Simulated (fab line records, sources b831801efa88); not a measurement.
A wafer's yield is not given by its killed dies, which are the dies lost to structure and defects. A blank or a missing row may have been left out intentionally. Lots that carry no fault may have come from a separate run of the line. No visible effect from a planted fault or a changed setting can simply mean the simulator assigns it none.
fab line records -- flow sfq_line -- part 1 of 2: steps 1 to 27 of 36
record lots=5, wafers=15, last_day=95
route steps=325 shown L0V@25 M0@28 I0@43 M1@58
lots untouched by any fault: they come from a run of this same line in which no faults occurred
start_h: start of the lot's first displayed wafer, in hours after the record's first day -- wait_h: how many hours have passed since the lot's step before this one -- " repeats the value in the row above -- L1.1+2: one row covering several wafers at once -- - no value present, or no start provided -- * or withheld: withheld -- < > ~ a bound
route shown NAME@n: a module of which the file shows steps, and the number in the route of the first -- usual: the fault-free wafers' mean and standard deviation -- same: alike in all rows -- chamber/n: place in a boat -- sites: readings site by site -- _std_site: the standard deviation of these -- _edge_site: the outer-site mean with the inner-site mean subtracted -- radius_mm: how far each site lies from the wafer's centre -- mask NAME#n: copy n -- behind: the last tool/chamber to shape the wafer -- hold: what put the lot on hold/how long, in hours/how the hold closed -- device: transistor that didn't switch, given as n, p or np -- end of line: at the end of the route, the tests of the same wafers -- a step with no rows: only its recipe -- killed: dies that structure and defects cost at the first sort, which is not the same as the wafer's yield -- map: shows each die of a wafer: x if killed, . if not, _ if none is there
set.NAME: the setting the step ran with; set.NAME@STEP: the setting that earlier step ran with -- model.NAME: the simulator's own value behind a step, which no gauge read
a table for each step, a row for each wafer; lots at some steps of the route
services: a tool's chamber out of use, with start hour (start_h, from the record's first day; less than 0 if before it), hours out, and reason
## steps
# step SFQ_TRILAYER_L0_VIA_ETCH_VIA_ETCH_016
# recipe target=SiO2, stop_on=MoNx_KI, mask_material=PR, chemistry=CHF3, target_depth_nm=80, source_w=500, bias_w=80, pressure_mtorr=30, time_s=withheld
# usual drypump_motor_current_A=5.6/0.5, oes_product_au=0.841/0.0079, rf_fwd_power_W=495.3/2.2
lot.wafer,tool,chamber,start_h,wait_h,drypump_motor_current_A,oes_product_au,rf_fwd_power_W
L074.1,rie_diel-02,0,138.75,0.0,5.6,0.834,493.5
L074.5,rie_diel-02,1,138.75,0.0,5.9,0.855,492.3
L074.6,rie_diel-02,0,138.75,0.0,5.6,0.851,494.9
L088.3,rie_diel-03,1,172.31,0.0,5.7,0.851,497.2
L088.4,rie_diel-03,0,172.31,0.0,5.6,0.853,489.8
L088.5,rie_diel-03,0,172.31,0.0,5.6,0.848,492.3
L091.1,rie_diel-02,0,186.26,0.0,5.6,0.840,495.8
L091.5,rie_diel-02,1,186.26,0.0,5.9,0.848,491.8
L091.6,rie_diel-02,0,186.26,0.0,5.6,0.840,495.5
L095.1,rie_diel-02,3,342.65,0.0,6.0,0.840,498.4
L095.5,rie_diel-02,3,342.65,0.0,6.0,0.849,497.7
L095.6,rie_diel-02,0,342.65,0.0,5.6,0.831,495.1
L096.1,rie_diel-04,3,349.40,0.0,5.0,0.828,494.9
L096.2,rie_diel-04,2,349.40,0.0,4.7,0.826,494.7
L096.5,rie_diel-04,0,349.40,0.0,6.5,0.835,493.8
# step SFQ_TRILAYER_L0_VIA_STRIP_STRIP_017
# recipe gas=O2, power_w=200, platen_temp_c=40, overash_fraction=0.65, chemistry=O2, pressure_mtorr=50
# usual drypump_motor_current_A=5.9/0.34, oes_product_au=1.004/0.0076
lot.wafer,tool,chamber,start_h,wait_h,drypump_motor_current_A,oes_product_au,rf_hours_counter_h
L074.1,rie_metal-02,1,138.80,-,6.3,0.999,87
L074.5,rie_metal-02,1,138.80,-,6.3,0.998,-
L074.6,rie_metal-02,0,138.80,-,5.4,0.984,-
L088.3,rie_metal-04,1,172.56,-,6.0,1.010,-
L088.4,rie_metal-04,0,172.56,-,6.3,1.017,-
L088.5,rie_metal-04,0,172.56,-,6.2,1.019,-
L091.1,rie_metal-01,1,186.31,-,5.5,1.005,40
L091.5,rie_metal-01,1,186.31,-,5.5,1.009,-
L091.6,rie_metal-01,1,186.31,-,5.5,1.003,-
L095.1,rie_metal-04,1,342.69,-,6.0,1.003,73
L095.5,rie_metal-04,0,342.69,-,6.2,1.012,-
L095.6,rie_metal-04,1,342.69,-,6.0,0.995,-
L096.1,rie_metal-01,0,349.44,-,5.8,1.003,40
L096.2,rie_metal-01,1,349.44,-,5.4,1.007,54
L096.5,rie_metal-01,0,349.44,-,5.8,0.998,-
# step SFQ_TRILAYER_L0_VIA_STRIP_SOLV_CLEAN_018
# recipe chemistry=NMP, temp_c=70, time_s=600
lot.wafer,tool,chamber,start_h,wait_h
L074.1+5+6,wet_bench-03,"0,4,1",139.40,0.4
L088.3+4+5,wet_bench-03,"6,5,3",172.96,0.2
L091.1+5+6,wet_bench-02,"5,0,1",187.51,1.0
L095.1+5+6,wet_bench-03,"6,2,3",343.29,0.4
L096.1+2+5,wet_bench-02,"5,7,2",350.04,0.4
# step SFQ_TRILAYER_M0_DEP_PRE_CLEAN_020
# recipe gas=Ar, time_s=15, bias_v=250
# usual bias_v=249.7/2.4
lot.wafer,tool,chamber,start_h,wait_h,bias_v
L074.1,pvd_sputter-06,-,139.58,0.0,249.8
L074.5,pvd_sputter-06,-,139.58,0.0,247.8
L074.6,pvd_sputter-06,-,139.58,0.0,248.3
L088.3,pvd_sputter-03,-,173.13,0.0,248.1
L088.4,pvd_sputter-03,-,173.13,0.0,248.0
L088.5,pvd_sputter-03,-,173.13,0.0,248.1
L091.1,pvd_sputter-06,-,187.68,0.0,247.4
L091.5,pvd_sputter-06,-,187.68,0.0,248.9
L091.6,pvd_sputter-06,-,187.68,0.0,249.2
L095.1,pvd_sputter-04,-,343.47,0.0,250.0
L095.5,pvd_sputter-04,-,343.47,0.0,251.7
L095.6,pvd_sputter-04,-,343.47,0.0,246.1
L096.1,pvd_sputter-03,-,350.23,0.0,252.5
L096.2,pvd_sputter-03,-,350.23,0.0,247.8
L096.5,pvd_sputter-03,-,350.23,0.0,251.5
# step SFQ_TRILAYER_M0_DEP_SPUTTER_019
# recipe material=Nb, base_pressure_pa=1.33e-06, chamber_pressure_pa=0.1333, substrate_temp_c=20, resputter_cathode_voltage_v=400, target_thk_nm=200, power_w=2000, time_s=133.3
# usual base_pressure_pa=1.34e-06/1e-07, throttle_valve_pct=30.4/1.1
lot.wafer,tool,chamber,start_h,wait_h,base_pressure_pa,throttle_valve_pct
L074.1,pvd_sputter-06,-,139.60,0.0,1.38e-06,29.2
L074.5,pvd_sputter-06,-,139.60,0.0,1.29e-06,29.6
L074.6,pvd_sputter-06,-,139.60,0.0,1.25e-06,30.1
L088.3,pvd_sputter-03,-,173.16,0.0,1.23e-06,29.5
L088.4,pvd_sputter-03,-,173.16,0.0,1.31e-06,30.8
L088.5,pvd_sputter-03,-,173.16,0.0,1.27e-06,31.3
L091.1,pvd_sputter-06,-,187.71,0.0,1.48e-06,30.6
L091.5,pvd_sputter-06,-,187.71,0.0,1.3e-06,30.8
L091.6,pvd_sputter-06,-,187.71,0.0,1.14e-06,27.5
L095.1,pvd_sputter-04,-,343.49,0.0,1.19e-06,30.6
L095.5,pvd_sputter-04,-,343.49,0.0,1.44e-06,31.4
L095.6,pvd_sputter-04,-,343.49,0.0,1.58e-06,31.2
L096.1,pvd_sputter-03,-,350.26,0.0,1.35e-06,28.6
L096.2,pvd_sputter-03,-,350.26,0.0,1.38e-06,30.2
L096.5,pvd_sputter-03,-,350.26,0.0,1.47e-06,28.4
# step SFQ_M0_RS_MEAS_904
# recipe thk_meas_gauge=four-point-probe, reads=Nb_of_TRILAYER_M0_DEP_SPUTTER_019
# usual M0_NB_RS=0.889/0.011
lot.wafer,tool,chamber,start_h,wait_h,M0_NB_RS[ohm/sq]
L074.1,film_metro-04,-,139.69,0.0,0.888
L074.5,film_metro-04,-,139.69,0.0,0.888
L074.6,film_metro-04,-,139.69,0.0,0.886
L088.3,film_metro-02,-,173.29,0.1,0.880
L088.4,film_metro-02,-,173.29,0.1,0.886
L088.5,film_metro-02,-,173.29,0.1,0.882
L091.1,film_metro-02,-,187.80,0.0,0.886
L091.5,film_metro-02,-,187.80,0.0,0.885
L091.6,film_metro-02,-,187.80,0.0,0.866
L095.1,film_metro-04,-,343.58,0.0,0.893
L095.5,film_metro-04,-,343.58,0.0,0.897
L095.6,film_metro-04,-,343.58,0.0,0.917
L096.1,film_metro-04,-,350.35,0.0,0.890
L096.2,film_metro-04,-,350.35,0.0,0.889
L096.5,film_metro-04,-,350.35,0.0,0.894
# step SFQ_TRILAYER_M0_LITHO_COAT_026
# recipe resist=BARC, spin_rpm=3000, resist_thk_nm=62
# usual dispense_pressure_kPa=50.1/0.41
lot.wafer,tool,chamber,start_h,wait_h,dispense_pressure_kPa
L074.1,litho_track-04,0,139.88,0.1,50.5
L074.5,litho_track-04,0,139.88,0.1,50.5
L074.6,litho_track-04,0,139.88,0.1,50.5
L088.3,litho_track-01,0,173.53,0.1,49.8
L088.4,litho_track-01,0,173.53,0.1,49.7
L088.5,litho_track-01,0,173.53,0.1,49.7
L091.1,litho_track-02,0,187.98,0.1,50.6
L091.5,litho_track-02,0,187.98,0.1,50.6
L091.6,litho_track-02,0,187.98,0.1,50.6
L095.1,litho_track-01,0,343.76,0.1,49.7
L095.5,litho_track-01,0,343.76,0.1,49.7
L095.6,litho_track-01,0,343.76,0.1,49.7
L096.1,litho_track-02,0,350.53,0.1,50.5
L096.2,litho_track-02,0,350.53,0.1,50.6
L096.5,litho_track-02,0,350.53,0.1,50.6
# step SFQ_TRILAYER_M0_LITHO_COAT_021
# recipe resist=KrF, spin_rpm=3000, resist_thk_nm=600
# usual dispense_pressure_kPa=50.1/0.42
lot.wafer,tool,chamber,start_h,wait_h,dispense_pressure_kPa
L074.1,litho_track-04,0,140.18,0.2,50.4
L074.5,litho_track-04,0,140.18,0.2,50.5
L074.6,litho_track-04,0,140.18,0.2,50.4
L088.3,litho_track-01,0,173.83,0.2,49.7
L088.4,litho_track-01,0,173.83,0.2,49.7
L088.5,litho_track-01,0,173.83,0.2,49.7
L091.1,litho_track-02,0,188.28,0.2,50.6
L091.5,litho_track-02,0,188.28,0.2,50.6
L091.6,litho_track-02,0,188.28,0.2,50.6
L095.1,litho_track-01,0,344.06,0.2,49.7
L095.5,litho_track-01,0,344.06,0.2,49.8
L095.6,litho_track-01,0,344.06,0.2,49.7
L096.1,litho_track-02,0,350.83,0.2,50.6
L096.2,litho_track-02,0,350.83,0.2,50.6
L096.5,litho_track-02,0,350.83,0.2,50.6
# step SFQ_TRILAYER_M0_LITHO_SOFTBAKE_025
# recipe temp_c=withheld, time_s=withheld, resist=KrF
lot.wafer,tool,chamber,start_h,wait_h
L074.1+5+6,litho_track-04,0,140.48,0.2
L088.3+4+5,litho_track-01,0,174.08,0.2
L091.1+5+6,litho_track-02,0,188.58,0.2
L095.1+5+6,litho_track-01,0,344.36,0.2
L096.1+2+5,litho_track-02,0,351.13,0.2
# step SFQ_TRILAYER_M0_LITHO_EXPOSE_022
# recipe mask_id=M0, na=0.6, source_shape=conventional, sigma_outer=0.65, target_cd_nm=500, dose_mj=14.4
lot.wafer,tool,chamber,start_h,wait_h,mask
L074.1+5+6,krf_scanner-01,0,237.46,-,M0#0
L088.3+4+5,krf_scanner-01,0,290.66,-,M0#0
L091.1+5+6,krf_scanner-01,0,307.81,-,M0#0
L095.1+5+6,krf_scanner-02,0,488.89,-,M0#0
L096.1+2+5,krf_scanner-02,0,493.69,-,M0#0
# step SFQ_TRILAYER_M0_LITHO_PEB_024
# recipe peb_temp_c=115, peb_time_s=60, resist=KrF
lot.wafer,tool,chamber,start_h,wait_h
L074.1+5+6,litho_track-01,0,238.66,1.0
L088.3+4+5,litho_track-01,0,291.51,0.7
L091.1+5+6,litho_track-04,0,309.01,1.0
L095.1+5+6,litho_track-02,0,490.09,1.0
L096.1+2+5,litho_track-04,0,494.89,1.0
# step SFQ_TRILAYER_M0_LITHO_DEVELOP_023
# recipe time_s=60, resist=KrF
lot.wafer,tool,chamber,start_h,wait_h
L074.1+5+6,litho_track-01,0,238.81,0.1
L088.3+4+5,litho_track-01,0,291.66,0.1
L091.1+5+6,litho_track-04,0,309.16,0.1
L095.1+5+6,litho_track-02,0,490.24,0.1
L096.1+2+5,litho_track-04,0,495.04,0.1
# step SFQ_M0_OVL_MEAS_906
# usual M0_OVL=-4/4.9
lot.wafer,tool,chamber,start_h,wait_h,M0_OVL[nm]
L074.1,overlay-02,-,238.96,0.1,-4
L074.5,overlay-02,-,238.96,0.1,1
L074.6,overlay-02,-,238.96,0.1,-2
L088.3,overlay-02,-,291.77,0.1,4
L088.4,overlay-02,-,291.77,0.1,3
L088.5,overlay-02,-,291.77,0.1,2
L091.1,overlay-01,-,309.31,0.1,-11
L091.5,overlay-01,-,309.31,0.1,-12
L091.6,overlay-01,-,309.31,0.1,-15
L095.1,overlay-01,-,490.39,0.1,-10
L095.5,overlay-01,-,490.39,0.1,-7
L095.6,overlay-01,-,490.39,0.1,-7
L096.1,overlay-01,-,495.19,0.1,-4
L096.2,overlay-01,-,495.19,0.1,-1
L096.5,overlay-01,-,495.19,0.1,-2
# step SFQ_TRILAYER_M0_BARC_OPEN_METAL_ETCH_031
# recipe mask_material=PR, chemistry=O2, target_depth_nm=125, target=BARC, icp_w=600, bias_w=80, pressure_mtorr=10, time_s=41.7
# usual drypump_motor_current_A=5.8/0.42, oes_product_au=0.686/0.0047, rf_fwd_power_W=593/3.2
lot.wafer,tool,chamber,start_h,wait_h,drypump_motor_current_A,oes_product_au,rf_fwd_power_W,rf_hours_counter_h
L074.1,rie_metal-03,0,238.99,0.0,5.4,0.689,593,177
L074.5,rie_metal-03,0,238.99,0.0,5.4,0.686,593,-
L074.6,rie_metal-03,1,238.99,0.0,5.3,0.692,593,-
L088.3,rie_metal-03,1,291.83,0.1,5.3,0.682,593,-
L088.4,rie_metal-03,1,291.83,0.1,5.3,0.695,595,-
L088.5,rie_metal-03,1,291.83,0.1,5.3,0.680,595,-
L091.1,rie_metal-03,1,309.34,0.0,5.3,0.691,595,156
L091.5,rie_metal-03,0,309.34,0.0,5.4,0.688,596,-
L091.6,rie_metal-03,1,309.34,0.0,5.3,0.681,595,-
L095.1,rie_metal-04,1,490.43,0.0,6.1,0.685,594,97
L095.5,rie_metal-04,1,490.43,0.0,6.1,0.692,593,-
L095.6,rie_metal-04,0,490.43,0.0,6.3,0.686,591,-
L096.1,rie_metal-02,0,495.23,0.0,5.4,0.675,590,42
L096.2,rie_metal-02,1,495.23,0.0,6.3,0.694,597,138
L096.5,rie_metal-02,1,495.23,0.0,6.3,0.693,595,-
# step SFQ_TRILAYER_M0_ETCH_METAL_ETCH_024
# recipe target=Nb, stop_on=SiO2, mask_material=PR, chemistry=Cl2/Ar, target_depth_nm=240, icp_w=600, bias_w=80, pressure_mtorr=10, time_s=120
# usual drypump_motor_current_A=5.8/0.42, oes_product_au=0.895/0.0084, rf_fwd_power_W=596.8/2.1
lot.wafer,tool,chamber,start_h,wait_h,drypump_motor_current_A,oes_product_au,rf_fwd_power_W,rf_hours_counter_h
L074.1,rie_metal-03,0,239.05,0.0,5.4,0.889,597.4,177
L074.5,rie_metal-03,0,239.05,0.0,5.4,0.892,596.9,-
L074.6,rie_metal-03,1,239.05,0.0,5.3,0.893,595.5,-
L088.3,rie_metal-03,1,291.99,0.1,5.3,0.901,596.6,-
L088.4,rie_metal-03,1,291.99,0.1,5.3,0.904,594.4,-
L088.5,rie_metal-03,1,291.99,0.1,5.3,0.903,594.6,-
L091.1,rie_metal-03,1,309.40,0.0,5.3,0.894,600.4,156
L091.5,rie_metal-03,0,309.40,0.0,5.4,0.893,594.5,-
L091.6,rie_metal-03,1,309.40,0.0,5.3,0.909,598.3,-
L095.1,rie_metal-04,1,490.49,0.0,6.1,0.893,597.0,97
L095.5,rie_metal-04,1,490.49,0.0,6.1,0.901,599.4,-
L095.6,rie_metal-04,0,490.49,0.0,6.2,0.880,591.4,-
L096.1,rie_metal-02,0,495.29,0.0,5.4,0.891,598.2,43
L096.2,rie_metal-02,1,495.29,0.0,6.2,0.894,598.5,138
L096.5,rie_metal-02,1,495.29,0.0,6.2,0.897,599.8,-
# step SFQ_TRILAYER_M0_STRIP_STRIP_025
# recipe gas=O2, power_w=200, platen_temp_c=40, overash_fraction=0.65, chemistry=O2, pressure_mtorr=50
# usual drypump_motor_current_A=5.8/0.42, oes_product_au=1.001/0.011
lot.wafer,tool,chamber,start_h,wait_h,drypump_motor_current_A,oes_product_au,rf_hours_counter_h
L074.1,rie_metal-03,0,239.18,0.1,5.4,1.001,178
L074.5,rie_metal-03,0,239.18,0.1,5.4,0.995,-
L074.6,rie_metal-03,1,239.18,0.1,5.3,1.002,-
L088.3,rie_metal-03,1,292.56,0.5,5.3,0.997,-
L088.4,rie_metal-03,1,292.56,0.5,5.3,0.988,-
L088.5,rie_metal-03,1,292.56,0.5,5.3,0.996,-
L091.1,rie_metal-03,1,309.53,0.1,5.3,1.000,156
L091.5,rie_metal-03,0,309.53,0.1,5.3,1.015,-
L091.6,rie_metal-03,1,309.53,0.1,5.3,0.990,-
L095.1,rie_metal-04,1,490.62,0.1,6.0,0.994,97
L095.5,rie_metal-04,1,490.62,0.1,6.1,0.998,-
L095.6,rie_metal-04,0,490.62,0.1,6.2,1.015,-
L096.1,rie_metal-02,0,495.42,0.1,5.4,1.000,43
L096.2,rie_metal-02,1,495.42,0.1,6.3,1.014,138
L096.5,rie_metal-02,1,495.42,0.1,6.2,1.004,-
# step SFQ_TRILAYER_M0_STRIP_SOLV_CLEAN_026
# recipe chemistry=NMP, temp_c=70, time_s=600
lot.wafer,tool,chamber,start_h,wait_h
L074.1+5+6,wet_bench-02,"5,3,2",239.78,0.4
L088.3+4+5,wet_bench-04,"5,4,6",293.36,0.6
L091.1+5+6,wet_bench-04,"5,7,0",310.13,0.4
L095.1+5+6,wet_bench-03,"7,4,0",491.22,0.4
L096.1+2+5,wet_bench-02,"5,1,3",496.02,0.4
# step SFQ_TRILAYER_I0_DEP_PECVD_027
# recipe material=SiO2, temp_c=150, time_s=111.11, pressure_torr=2.4, rf_w=183.3, precursor=SiH4/N2O, target_thk_nm=500
# usual heater_power_w=79/13, rf_fwd_power_W=182.3/0.59, throttle_valve_pct=24.4/1.3
lot.wafer,tool,chamber,start_h,wait_h,heater_power_w,rf_fwd_power_W,throttle_valve_pct
L074.1,pecvd-04,0,239.95,0.0,80,182.3,22.4
L074.5,pecvd-04,0,239.95,0.0,80,182.4,22.4
L074.6,pecvd-04,2,239.95,0.0,70,182.7,23.6
L088.3,pecvd-02,2,293.54,0.0,98,182.3,23.7
L088.4,pecvd-02,0,293.54,0.0,49,183.6,24.3
L088.5,pecvd-02,2,293.54,0.0,99,182.3,23.6
L091.1,pecvd-01,1,310.30,0.0,77,182.8,26.6
L091.5,pecvd-01,2,310.30,0.0,73,183.0,25.3
L091.6,pecvd-01,1,310.30,0.0,79,182.5,26.4
L095.1,pecvd-04,1,491.39,0.0,86,181.9,23.1
L095.5,pecvd-04,1,491.39,0.0,91,181.8,23.3
L095.6,pecvd-04,0,491.39,0.0,84,182.3,23.1
L096.1,pecvd-04,0,496.19,0.0,76,181.8,23.0
L096.2,pecvd-04,2,496.19,0.0,71,182.6,24.3
L096.5,pecvd-04,1,496.19,0.0,93,181.9,23.3
# step SFQ_TRILAYER_I0_CMP_CMP_028
# recipe material=SiO2, down_force_psi=3, platen_rpm=60, pad_velocity_m_s=0.94248
# usual motor_current_A=10.1/1, time_to_endpoint_s=216/7.7
lot.wafer,tool,chamber,start_h,wait_h,motor_current_A,time_to_endpoint_s
L074.1,cmp-02,1,244.11,4.1,9.0,215
L074.6,cmp-02,2,244.11,4.1,8.8,240
L074.5,cmp-02,3,244.11,4.1,11.7,219
L088.4,cmp-02,3,293.61,0.0,11.7,219
L088.3,cmp-02,0,293.61,0.0,10.2,223
L088.5,cmp-02,0,296.11,2.5,10.3,219
L091.1,cmp-02,0,311.38,1.0,10.5,222
L091.6,cmp-02,2,312.38,2.0,9.2,228
L091.5,cmp-02,3,312.38,2.0,11.7,218
L095.1,cmp-01,0,501.71,10.3,10.8,223
L095.6,cmp-01,3,503.21,11.7,9.7,219
L095.5,cmp-01,0,503.21,11.7,11.1,229
L096.1,cmp-02,3,502.21,6.0,11.9,216
L096.2,cmp-02,2,503.71,7.5,8.7,216
L096.5,cmp-02,3,503.71,7.5,11.7,217
# step SFQ_I0_BOW_MEAS_907
# recipe mode=bow
# usual I0_BOW=1/7.9
lot.wafer,tool,chamber,start_h,wait_h,I0_BOW[um]
L074.1,film_metro-04,-,245.61,1.0,3
L074.5,film_metro-04,-,245.61,1.0,1
L074.6,film_metro-04,-,245.61,1.0,9
L088.3,film_metro-04,-,296.65,2.0,5
L088.4,film_metro-04,-,296.65,2.0,10
L088.5,film_metro-04,-,296.65,2.0,-11
L091.1,film_metro-03,-,313.38,1.5,4
L091.5,film_metro-03,-,313.38,1.5,-7
L091.6,film_metro-03,-,313.38,1.5,-1
L095.1,film_metro-01,-,504.21,2.0,-5
L095.5,film_metro-01,-,504.21,2.0,3
L095.6,film_metro-01,-,504.21,2.0,-3
L096.1,film_metro-03,-,505.21,2.5,-9
L096.2,film_metro-03,-,505.21,2.5,4
L096.5,film_metro-03,-,505.21,2.5,-4
# step SFQ_TRILAYER_I0_METRO_MEASURE_029
# usual thk_nm=200.2/1.1
lot.wafer,tool,chamber,start_h,wait_h,thk_nm
L074.1,film_metro-04,-,245.73,0.1,200.5
L074.5,film_metro-04,-,245.73,0.1,200.0
L074.6,film_metro-04,-,245.73,0.1,201.3
L088.3,film_metro-04,-,297.13,0.5,202.8
L088.4,film_metro-04,-,297.13,0.5,199.2
L088.5,film_metro-04,-,297.13,0.5,202.2
L091.1,film_metro-03,-,313.50,0.1,199.8
L091.5,film_metro-03,-,313.50,0.1,199.4
L091.6,film_metro-03,-,313.50,0.1,200.0
L095.1,film_metro-01,-,504.33,0.1,200.9
L095.5,film_metro-01,-,504.33,0.1,201.5
L095.6,film_metro-01,-,504.33,0.1,200.4
L096.1,film_metro-03,-,505.33,0.1,200.1
L096.2,film_metro-03,-,505.33,0.1,201.3
L096.5,film_metro-03,-,505.33,0.1,199.2
# step SFQ_TRILAYER_I0_VIA_LITHO_COAT_036
# recipe resist=BARC, spin_rpm=3000, resist_thk_nm=62
# usual dispense_pressure_kPa=53/3.9
lot.wafer,tool,chamber,start_h,wait_h,dispense_pressure_kPa
L074.1,litho_track-02,0,246.93,1.0,51
L074.5,litho_track-02,0,246.93,1.0,51
L074.6,litho_track-02,0,246.93,1.0,51
L088.3,litho_track-03,0,298.03,0.7,59
L088.4,litho_track-03,0,298.03,0.7,59
L088.5,litho_track-03,0,298.03,0.7,59
L091.1,litho_track-03,0,314.70,1.0,59
L091.5,litho_track-03,0,314.70,1.0,59
L091.6,litho_track-03,0,314.70,1.0,59
L095.1,litho_track-01,0,505.53,1.0,50
L095.5,litho_track-01,0,505.53,1.0,50
L095.6,litho_track-01,0,505.53,1.0,50
L096.1,litho_track-02,0,506.53,1.0,51
L096.2,litho_track-02,0,506.53,1.0,51
L096.5,litho_track-02,0,506.53,1.0,51
# step SFQ_TRILAYER_I0_VIA_LITHO_COAT_031
# recipe resist=KrF, spin_rpm=3000, resist_thk_nm=650
# usual dispense_pressure_kPa=53/3.9
lot.wafer,tool,chamber,start_h,wait_h,dispense_pressure_kPa
L074.1,litho_track-02,0,247.23,0.2,51
L074.5,litho_track-02,0,247.23,0.2,51
L074.6,litho_track-02,0,247.23,0.2,51
L088.3,litho_track-03,0,298.33,0.2,59
L088.4,litho_track-03,0,298.33,0.2,59
L088.5,litho_track-03,0,298.33,0.2,59
L091.1,litho_track-03,0,315.00,0.2,59
L091.5,litho_track-03,0,315.00,0.2,59
L091.6,litho_track-03,0,315.00,0.2,59
L095.1,litho_track-01,0,505.83,0.2,50
L095.5,litho_track-01,0,505.83,0.2,50
L095.6,litho_track-01,0,505.83,0.2,50
L096.1,litho_track-02,0,506.83,0.2,51
L096.2,litho_track-02,0,506.83,0.2,51
L096.5,litho_track-02,0,506.83,0.2,51
# step SFQ_TRILAYER_I0_VIA_LITHO_SOFTBAKE_035
# recipe temp_c=withheld, time_s=withheld, resist=KrF
lot.wafer,tool,chamber,start_h,wait_h
L074.1+5+6,litho_track-02,0,247.53,0.2
L088.3+4+5,litho_track-03,0,298.58,0.2
L091.1+5+6,litho_track-03,0,315.30,0.2
L095.1+5+6,litho_track-01,0,506.13,0.2
L096.1+2+5,litho_track-02,0,507.13,0.2
# step SFQ_TRILAYER_I0_VIA_LITHO_EXPOSE_032
# recipe mask_id=I0, na=0.6, source_shape=conventional, sigma_outer=0.65, target_cd_nm=500, dose_mj=21.3
lot.wafer,tool,chamber,start_h,wait_h,mask
L074.1+5+6,krf_scanner-02,0,374.22,-,I0#0
L088.3+4+5,krf_scanner-01,0,441.56,-,I0#0
L091.1+5+6,krf_scanner-02,0,451.59,-,I0#0
L095.1+5+6,krf_scanner-02,0,656.56,-,I0#0
L096.1+2+5,krf_scanner-02,0,658.96,-,I0#0
# step SFQ_TRILAYER_I0_VIA_LITHO_PEB_034
# recipe peb_temp_c=115, peb_time_s=60, resist=KrF
lot.wafer,tool,chamber,start_h,wait_h
L074.1+5+6,litho_track-02,0,375.42,1.0
L088.3+4+5,litho_track-03,0,442.41,0.7
L091.1+5+6,litho_track-01,0,452.79,1.0
L095.1+5+6,litho_track-01,0,657.76,1.0
L096.1+2+5,litho_track-01,0,660.16,1.0
# step SFQ_TRILAYER_I0_VIA_LITHO_DEVELOP_033
# recipe time_s=60, resist=KrF
lot.wafer,tool,chamber,start_h,wait_h
L074.1+5+6,litho_track-02,0,375.57,0.1
L088.3+4+5,litho_track-03,0,442.56,0.1
L091.1+5+6,litho_track-01,0,452.94,0.1
L095.1+5+6,litho_track-01,0,657.91,0.1
L096.1+2+5,litho_track-01,0,660.31,0.1
